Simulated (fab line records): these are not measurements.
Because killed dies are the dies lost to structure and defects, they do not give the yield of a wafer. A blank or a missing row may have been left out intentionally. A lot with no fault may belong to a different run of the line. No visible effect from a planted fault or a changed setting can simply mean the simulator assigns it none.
fab line records ; flow sky130
[record] lots = 15; wafers = 45; lastDay = 50
route steps=708 shown VT_ADJUST_LVTN@117 VT_ADJUST_NCORE@129
lots with no fault: from the same line, run without faults
startH: start of the lot's first displayed wafer, in hours after the record's first day ; waitH: hours elapsed since this lot's preceding step ; " same as the row above ; L1.1+2: a row that stands for several wafers ; - no value present, or no start provided ; * or withheld: withheld ; < > ~ a bound
route shown NAME@n: NAME is a module with steps in the file, n the number in the route of the first one ; usual: mean/standard deviation taken from wafers without a fault ; same: alike in all rows ; chamber/n: place in a boat ; sites: each site's reading ; _std_site: the standard deviation of these ; _edge_site: outer sites' mean less inner sites' ; radiusMm: for every site, how far away it sits from the centre of the wafer ; mask NAME#n: copy n ; behind: the most recent tool/chamber to have shaped the wafer ; hold: the reason the lot was held/the length of the hold in hours/how it ended ; device: names the non-switching transistor (n, p or np) ; end of line: tests of these same wafers at the route's end ; for a step that has no rows: nothing shown but its recipe ; killed: dies lost to structure and defects at the first sort, not the wafer's yield ; map: a wafer's dies, x killed, . not, _ none there
set.NAME: setting as actually run; set.NAME@STEP: the setting as run at that earlier step ; model.NAME: the simulator's own value behind a step, which no gauge read
route steps across a sampled set of lots; one table per step, one row per wafer
services: when a tool's chamber went out of use (startH, in hours from the record's first day, below 0 if earlier), for how many hours, and the reason
[[steps]]
[step SKY_VT_ADJUST_LVTN_STRIP_20]
[recipe] chemistry = O2/N2; powerW = 1400; pressureMtorr = 1500; platenTempC = withheld; o2FlowSccm = 3000; n2FlowSccm = 300; overashFraction = 0.5
[usual] chamberPressureMTorr = 1499.9/1.5; drypumpMotorCurrentA = 6.1/0.49; oesProductAu = 0.715/0.0043; stripTimeToEndpointS = 14.17/0.039
lot.wafer;tool;chamber;startH;waitH;chamberPressureMTorr;drypumpMotorCurrentA;oesProductAu;rfHoursCounterH;stripTimeToEndpointS
L792.4;plasmaAsher-03;1;157.02;0.1;1499.7;6.7;0.714;-;14.16
L792.5;plasmaAsher-03;1;157.02;0.1;1501.5;6.7;0.711;-;14.23
L792.6;plasmaAsher-03;0;157.02;0.1;1499.8;6.8;0.713;-;14.25
L793.3;plasmaAsher-01;1;163.20;0.1;1501.2;5.7;0.723;-;14.14
L793.4;plasmaAsher-01;0;163.20;0.1;1497.5;5.9;0.715;-;14.06
L793.5;plasmaAsher-01;0;163.20;0.1;1498.3;6.0;0.709;-;14.13
L797.1;plasmaAsher-03;0;191.57;0.1;-;-;-;-;-
L797.5;plasmaAsher-03;0;191.57;0.1;-;-;-;-;-
L797.6;plasmaAsher-03;1;191.57;0.1;-;-;-;-;-
L798.1;plasmaAsher-04;0;199.24;0.1;-;-;-;-;-
L798.4;plasmaAsher-04;1;199.24;0.1;-;-;-;-;-
L798.6;plasmaAsher-04;1;199.24;0.1;-;-;-;-;-
L799.4;plasmaAsher-04;1;202.23;0.1;-;-;-;-;-
L799.5;plasmaAsher-04;1;202.23;0.1;-;-;-;-;-
L799.6;plasmaAsher-04;0;202.23;0.1;-;-;-;-;-
L800.3;plasmaAsher-01;0;214.08;0.1;1499.8;6.0;0.722;-;14.18
L800.4;plasmaAsher-01;1;214.08;0.1;1499.7;5.7;0.721;-;14.15
L800.6;plasmaAsher-01;1;214.08;0.1;1499.8;5.7;0.711;-;14.17
L805.4;plasmaAsher-04;1;252.20;0.1;1499.8;5.4;0.719;-;14.22
L805.5;plasmaAsher-04;0;252.20;0.1;1500.9;6.1;0.717;-;14.18
L805.6;plasmaAsher-04;1;252.20;0.1;1499.5;5.4;0.715;-;14.19
L806.2;plasmaAsher-01;1;256.72;0.1;1500.2;5.7;0.718;44;14.22
L806.3;plasmaAsher-01;0;256.72;0.1;1501.1;5.9;0.716;-;14.20
L806.5;plasmaAsher-01;1;256.72;0.1;1498.8;5.7;0.708;-;14.19
L807.1;plasmaAsher-03;1;266.60;0.1;1505.0;6.7;0.714;13;14.25
L807.5;plasmaAsher-03;1;266.60;0.1;1500.0;6.7;0.716;-;14.16
L807.6;plasmaAsher-03;0;266.60;0.1;1498.0;6.7;0.730;-;14.21
L811.3;plasmaAsher-03;1;286.67;0.1;1499.2;6.7;0.718;-;14.20
L811.4;plasmaAsher-03;0;286.67;0.1;1502.5;6.7;0.715;-;14.20
L811.6;plasmaAsher-03;1;286.67;0.1;1499.4;6.7;0.719;-;14.19
L810.2;plasmaAsher-03;0;287.59;0.1;1500.6;6.7;0.717;15;14.19
L810.4;plasmaAsher-03;0;287.59;0.1;1502.3;6.7;0.720;-;14.16
L810.5;plasmaAsher-03;1;287.59;0.1;1499.6;6.8;0.707;-;14.19
L812.1;plasmaAsher-03;0;300.42;0.1;1500.6;6.7;0.717;17;14.12
L812.2;plasmaAsher-03;1;300.42;0.1;1500.9;6.7;0.716;17;14.15
L812.3;plasmaAsher-03;0;300.42;0.1;1499.0;6.7;0.716;-;14.11
L813.1;plasmaAsher-03;0;308.80;0.1;1504.5;6.7;0.716;17;14.13
L813.2;plasmaAsher-03;1;308.80;0.1;1501.7;6.7;0.713;17;14.10
L813.4;plasmaAsher-03;0;308.80;0.1;1498.6;6.7;0.715;-;14.10
L814.2;plasmaAsher-03;1;312.14;0.1;1498.6;6.8;0.717;18;14.18
L814.4;plasmaAsher-03;1;312.14;0.1;1500.4;6.7;0.710;-;14.16
L814.6;plasmaAsher-03;1;312.14;0.1;1499.0;6.8;0.712;-;14.22
L815.1;plasmaAsher-01;0;314.24;0.1;1498.8;6.0;0.720;50;14.14
L815.4;plasmaAsher-01;0;314.24;0.1;1501.4;6.0;0.721;-;14.16
L815.6;plasmaAsher-01;0;314.24;0.1;1497.4;6.0;0.717;-;14.15
[step SKY_VT_ADJUST_NCORE_STRIP_10]
[recipe] chemistry = O2/N2; powerW = 1400; pressureMtorr = 1500; platenTempC = withheld; o2FlowSccm = 3000; n2FlowSccm = 300; overashFraction = 0.5
[usual] chamberPressureMTorr = 1500.0/1.4; drypumpMotorCurrentA = 5.7/0.36; oesProductAu = 0.715/0.0046; stripTimeToEndpointS = 14.16/0.038
lot.wafer;tool;chamber;startH;waitH;chamberPressureMTorr;drypumpMotorCurrentA;oesProductAu;rfHoursCounterH;stripTimeToEndpointS
L792.4;plasmaAsher-01;1;177.60;0.1;1498.0;5.7;0.714;-;14.18
L792.5;plasmaAsher-01;1;177.60;0.1;1499.9;5.7;0.722;-;14.26
L792.6;plasmaAsher-01;0;177.60;0.1;1500.3;6.0;0.715;-;14.20
L793.3;plasmaAsher-01;0;183.94;0.1;1498.9;5.9;0.718;-;14.11
L793.4;plasmaAsher-01;1;183.94;0.1;1500.9;5.7;0.712;-;14.12
L793.5;plasmaAsher-01;0;183.94;0.1;1500.5;5.9;0.718;-;14.11
L797.1;plasmaAsher-02;0;211.91;0.1;1499.4;5.2;0.721;53;31.35
L797.5;plasmaAsher-02;0;211.91;0.1;1500.9;5.2;0.719;-;31.25
L797.6;plasmaAsher-02;1;211.91;0.1;1500.2;6.0;0.720;-;31.21
L798.1;plasmaAsher-02;0;220.81;0.1;1498.5;5.2;0.720;54;31.20
L798.4;plasmaAsher-02;0;220.81;0.1;1499.3;5.2;0.723;-;31.29
L798.6;plasmaAsher-02;0;220.81;0.1;1500.3;5.1;0.719;-;31.16
L799.4;plasmaAsher-01;0;223.29;0.1;1499.0;5.9;0.720;-;31.15
L799.5;plasmaAsher-01;0;223.29;0.1;1498.7;6.0;0.722;-;31.23
L799.6;plasmaAsher-01;1;223.29;0.1;1504.8;5.7;0.725;-;31.15
L800.3;plasmaAsher-04;1;237.19;0.1;1502.4;5.4;0.719;-;14.18
L800.4;plasmaAsher-04;0;237.19;0.1;1499.0;6.1;0.717;-;14.15
L800.6;plasmaAsher-04;1;237.19;0.1;1500.0;5.4;0.721;-;14.13
L805.4;plasmaAsher-02;1;275.71;0.1;1500.5;6.0;0.715;-;14.17
L805.5;plasmaAsher-02;1;275.71;0.1;1497.9;6.0;0.719;-;14.12
L805.6;plasmaAsher-02;0;275.71;0.1;1502.4;5.2;0.716;-;14.17
L806.2;plasmaAsher-01;1;280.57;0.1;1501.8;5.7;0.716;46;14.18
L806.3;plasmaAsher-01;0;280.57;0.1;1499.8;6.0;0.713;-;14.17
L806.5;plasmaAsher-01;0;280.57;0.1;1499.4;6.0;0.719;-;14.18
L807.1;plasmaAsher-01;1;291.42;0.1;1499.1;5.7;0.714;47;14.13
L807.5;plasmaAsher-01;1;291.42;0.1;1501.3;5.7;0.716;-;14.09
L807.6;plasmaAsher-01;0;291.42;0.1;1499.8;6.0;0.713;-;14.14
L811.3;plasmaAsher-02;0;312.45;0.1;1498.1;5.2;0.721;-;14.09
L811.4;plasmaAsher-02;1;312.45;0.1;1500.5;6.0;0.715;-;14.12
L811.6;plasmaAsher-02;1;312.45;0.1;1501.7;6.0;0.725;-;14.11
L810.2;plasmaAsher-01;0;313.37;0.1;1501.3;6.0;0.715;49;14.19
L810.4;plasmaAsher-01;1;313.37;0.1;1497.3;5.7;0.713;-;14.17
L810.5;plasmaAsher-01;0;313.37;0.1;1498.5;6.0;0.715;-;14.21
L812.1;plasmaAsher-04;1;326.56;0.1;1500.7;5.4;0.711;64;14.18
L812.2;plasmaAsher-04;0;326.56;0.1;1497.1;6.1;0.715;64;14.19
L812.3;plasmaAsher-04;0;326.56;0.1;1499.6;6.1;0.711;-;14.13
L813.1;plasmaAsher-02;0;334.97;0.1;1501.7;5.2;0.719;65;14.14
L813.2;plasmaAsher-02;1;334.97;0.1;1498.0;6.0;0.715;65;14.14
L813.4;plasmaAsher-02;1;334.97;0.1;1500.0;6.0;0.719;-;14.13
L814.2;plasmaAsher-04;0;338.82;0.1;1502.0;6.1;0.720;65;14.12
L814.4;plasmaAsher-04;0;338.82;0.1;1501.4;6.1;0.704;-;14.13
L814.6;plasmaAsher-04;1;338.82;0.1;1498.4;5.4;0.716;-;14.16
L815.1;plasmaAsher-02;0;340.77;0.1;1498.7;5.2;0.718;65;14.22
L815.4;plasmaAsher-02;1;340.77;0.1;1499.8;6.0;0.711;-;14.18
L815.6;plasmaAsher-02;1;340.77;0.1;1503.3;6.0;0.714;-;14.17
[step SKY_VT_ADJUST_NCORE_TW_MEAS_11]
[usual] VT_ADJUST_NCORE_TW = 217.5/1.9
lot.wafer;tool;chamber;startH;waitH;VT_ADJUST_NCORE_TW
L792.4;filmMetro-02;-;177.70;0.1;217.5
L792.5;filmMetro-02;-;177.70;0.1;217.5
L792.6;filmMetro-02;-;177.70;0.1;216.2
L793.3;filmMetro-04;-;184.03;0.1;218.8
L793.4;filmMetro-04;-;184.03;0.1;221.1
L793.5;filmMetro-04;-;184.03;0.1;220.2
L797.1;filmMetro-02;-;212.01;0.1;29.6
L797.5;filmMetro-02;-;212.01;0.1;29.7
L797.6;filmMetro-02;-;212.01;0.1;29.7
L798.1;filmMetro-04;-;220.91;0.1;30.0
L798.4;filmMetro-04;-;220.91;0.1;30.0
L798.6;filmMetro-04;-;220.91;0.1;30.1
L799.4;filmMetro-01;-;223.39;0.1;29.8
L799.5;filmMetro-01;-;223.39;0.1;29.6
L799.6;filmMetro-01;-;223.39;0.1;29.7
L800.3;filmMetro-01;-;237.28;0.1;216.1
L800.4;filmMetro-01;-;237.28;0.1;216.3
L800.6;filmMetro-01;-;237.28;0.1;216.8
L805.4;filmMetro-04;-;275.81;0.1;219.1
L805.5;filmMetro-04;-;275.81;0.1;220.4
L805.6;filmMetro-04;-;275.81;0.1;220.0
L806.2;filmMetro-04;-;280.68;0.1;220.0
L806.3;filmMetro-04;-;280.68;0.1;219.8
L806.5;filmMetro-04;-;280.68;0.1;220.4
L807.1;filmMetro-04;-;291.52;0.1;220.9
L807.5;filmMetro-04;-;291.52;0.1;221.0
L807.6;filmMetro-04;-;291.52;0.1;220.8
L811.3;filmMetro-02;-;312.54;0.1;213.7
L811.4;filmMetro-02;-;312.54;0.1;214.3
L811.6;filmMetro-02;-;312.54;0.1;214.6
L810.2;filmMetro-01;-;313.48;0.1;217.0
L810.4;filmMetro-01;-;313.48;0.1;218.9
L810.5;filmMetro-01;-;313.48;0.1;216.9
L812.1;filmMetro-02;-;326.66;0.1;213.7
L812.2;filmMetro-02;-;326.66;0.1;213.9
L812.3;filmMetro-02;-;326.66;0.1;214.0
L813.1;filmMetro-01;-;335.07;0.1;217.9
L813.2;filmMetro-01;-;335.07;0.1;218.5
L813.4;filmMetro-01;-;335.07;0.1;217.0
L814.2;filmMetro-01;-;338.93;0.1;216.0
L814.4;filmMetro-01;-;338.93;0.1;217.3
L814.6;filmMetro-01;-;338.93;0.1;218.0
L815.1;filmMetro-01;-;340.87;0.1;217.6
L815.4;filmMetro-01;-;340.87;0.1;216.4
L815.6;filmMetro-01;-;340.87;0.1;216.7
[[services]]
tool;chamber;startH;hours;kind
plasmaAsher-03;-;142.71;2.8;pm
plasmaAsher-02;-;165.84;2.0;repair
plasmaAsher-02;-;170.75;2.8;pm
plasmaAsher-01;-;178.96;1.7;repair
plasmaAsher-03;-;196.38;14.1;repair
plasmaAsher-04;-;196.77;1.2;repair
plasmaAsher-03;-;202.63;1.5;repair
plasmaAsher-03;-;270.50;0.3;repair
plasmaAsher-01;-;316.71;1.6;repair
[[key]]
[firstSign] step = SKY_VT_ADJUST_LVTN_STRIP_20; reading = toolRecord; direction = missing
[effect] step = SKY_VT_ADJUST_NCORE_STRIP_10; reading = stripTimeToEndpointS; direction = up; sigmas = 99+; usual = *; struck = *
[effect] step = SKY_VT_ADJUST_NCORE_TW_MEAS_11; reading = VT_ADJUST_NCORE_TW; direction = down; sigmas = 97; usual = 217.5; struck = 29.8
metAt SKY_VT_ADJUST_LVTN_STRIP_20
struckLots L797,L798,L799
sortLeftOut L797.1,L797.5,L797.6,L798.1,L798.4,L798.6,L799.4,L799.5,L799.6
testerLeftOut L797,L798,L799
onsetBetween 157.02 191.57
[fault] kind = skippedStepWhole; tool = plasmaAsher-03,plasmaAsher-04; chamber = -; onsetH = 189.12; steps = SKY_VT_ADJUST_LVTN_STRIP_20; scope = struckLotsOnly
// testerLeftOut: of these lots the tester's yield and bins aren't shown, on N5 and GAA mostly nor the transistor test; their killed dies are dies lost to structure and defects alone, not to doping, threshold or leakage, so they don't give the yield
// sortLeftOut: the simulated sort isn't trusted on such a fault, so these wafers' sort isn't shown, and their yield isn't known
